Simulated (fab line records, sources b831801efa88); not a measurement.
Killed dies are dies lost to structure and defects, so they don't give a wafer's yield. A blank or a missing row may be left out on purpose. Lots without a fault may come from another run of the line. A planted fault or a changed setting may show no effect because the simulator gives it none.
A struck lot beside a sound one | flow sky130 | 38 steps out of a route of 708
Sound: wafers L757.3, L757.5, L757.6. Struck: wafers L747.3, L747.5, L747.6. The cause comes at the end.
At each step with rows: each side's tool, then ch and its chambers, then its first start. Under that, the readings that differ: sound wafers | struck wafers | difference of the means | sigmas: that difference in standard deviations of wafers without a fault.
alike: readings whose means differ by less than 2 such deviations, and words and numbers that are the same on both sides. not compared: withheld readings, readings that some wafer has no value for, bounds like >300 that may hide the same value, and numbers for which the record gives no deviation and whose values overlap.
The two part at a step that has a row with sigmas, a row that says differs or no value, or rows on one side only. Numbers that don't overlap but have no deviation are shown without sigmas and don't part them. A reading that every wafer of one side lacks parts them only if that side has two wafers or more.

first, 11 steps without rows for these wafers: SKY_FIELD_ISO_COAT_07 (resist thk 60 nm); SKY_FIELD_ISO_COAT_08 (resist thk 450 nm); SKY_FIELD_ISO_SOFTBAKE_09 (time 90 s); SKY_FIELD_ISO_EXPOSE_10 (exposes mask FOM, target cd 150 nm); SKY_FIELD_ISO_PEB_11; SKY_FIELD_ISO_DEVELOP_12 (develop time 60 s); SKY_FIELD_ISO_ETCH_14 (etches BARC in N2/H2, stops on SiO2, time 45.9 s, target depth 60 nm); SKY_FIELD_ISO_ETCH_15 (etches the open film in CHF3/O2, stops on Si, target depth 180 nm, time 72 s); SKY_FIELD_ISO_STRIP_16 (strips in O2/N2); SKY_FIELD_ISO_ETCH_17 (etches Si in HBr/Cl2/O2, target depth 342 nm, time 97.7 s); SKY_FIELD_ISO_WET_ETCH_18 (etches Si3N4 in H3PO4, target depth 25 nm, time 286 s).
SKY_FIELD_ISO_CLEAN_19: cleans in SC1/SC2, time 150 s.
  sound on wet_bench-04 ch 0, day 7 06:00; struck on wet_bench-03 ch 1, day 5 00:31
  alike: bath_guard_temp_C
then, 25 steps without rows for these wafers: SKY_FIELD_ISO_CLEAN_20 (cleans in dHF, time 20 s); SKY_FIELD_ISO_WET_ETCH_21 (etches SiO2 in dHF, target depth 20 nm, time 400 s); SKY_FIELD_ISO_OXIDATION_22 (stabilise 600 s, purge 300 s, target thk 10 nm); SKY_FIELD_ISO_CVD_24 (deposits SiO2, target thk 595 nm, time 99.2 s); SKY_FIELD_ISO_ANNEAL_26 (time 1800 s); SKY_FIELD_ISO_CMP_27 (polishes, stops on Si3N4, t overpolish 16 s, target thk 457.8 nm); SKY_FIELD_ISO_WET_ETCH_28 (etches SiO2 in dHF, target depth 23.7 nm, time 47 s); SKY_FIELD_ISO_WET_ETCH_29 (etches Si3N4 in H3PO4, target depth 160 nm, time 1825 s); SKY_FIELD_ISO_WET_ETCH_30 (etches SiO2 in dHF, target depth 25 nm, time 50 s); SKY_NWELL_CLEAN_00 (cleans in SC1/SC2, time 150 s); SKY_NWELL_OXIDATION_01 (stabilise 600 s, purge 300 s, target thk 10 nm); SKY_DNWELL_DEHYDRATE_00 (time 60 s); SKY_DNWELL_HMDS_01 (prime time 60 s); SKY_DNWELL_COAT_02 (resist thk 3000 nm); SKY_DNWELL_SOFTBAKE_03; SKY_DNWELL_EXPOSE_04 (exposes mask DNM, target cd 3000 nm); SKY_DNWELL_PEB_05; SKY_DNWELL_DEVELOP_06 (develop time 60 s); SKY_DNWELL_IMPLANT_07; SKY_DNWELL_STRIP_08 (strips in O2/N2); SKY_PWDE_DEHYDRATE_00 (time 60 s); SKY_PWDE_HMDS_01 (prime time 60 s); SKY_PWDE_COAT_02 (resist thk 3000 nm); SKY_PWDE_SOFTBAKE_03; SKY_PWDE_EXPOSE_04 (exposes mask PWDEM, target cd 840 nm).
-- the record jumps here: 44 days lie between the struck wafers' starts before and after (it left off in module PWDE and takes up again in module PAD_OPEN, whose first step shown is number 708 of the route) --
SKY_PAD_OPEN_PROBE_99:
  sound on prober-01, day 51 05:34; struck on prober-01, day 48 20:37
  reading             | sound     | struck                                                                     | difference                   | sigmas
  hold                | - - -     | await_dispo/2.2h/release await_dispo/2.2h/release await_dispo/2.2h/release | no value on the sound wafers |
  killed_at_front_end | 17 21 14  | 64 69 65                                                                   | +49                          | +11
  killed_at_other     | 0 0 0     | 1 2 1                                                                      | +1                           | +2
  killed_dies         | 96 91 102 | 136 141 129                                                                | +39                          | +4
  alike: killed_at_M0_to_M3, killed_at_M4_up, killed_at_contacts, killed_open, killed_short

WHERE THEY PART
Only at SKY_PAD_OPEN_PROBE_99, within this record.

WHY: what the simulator had put in
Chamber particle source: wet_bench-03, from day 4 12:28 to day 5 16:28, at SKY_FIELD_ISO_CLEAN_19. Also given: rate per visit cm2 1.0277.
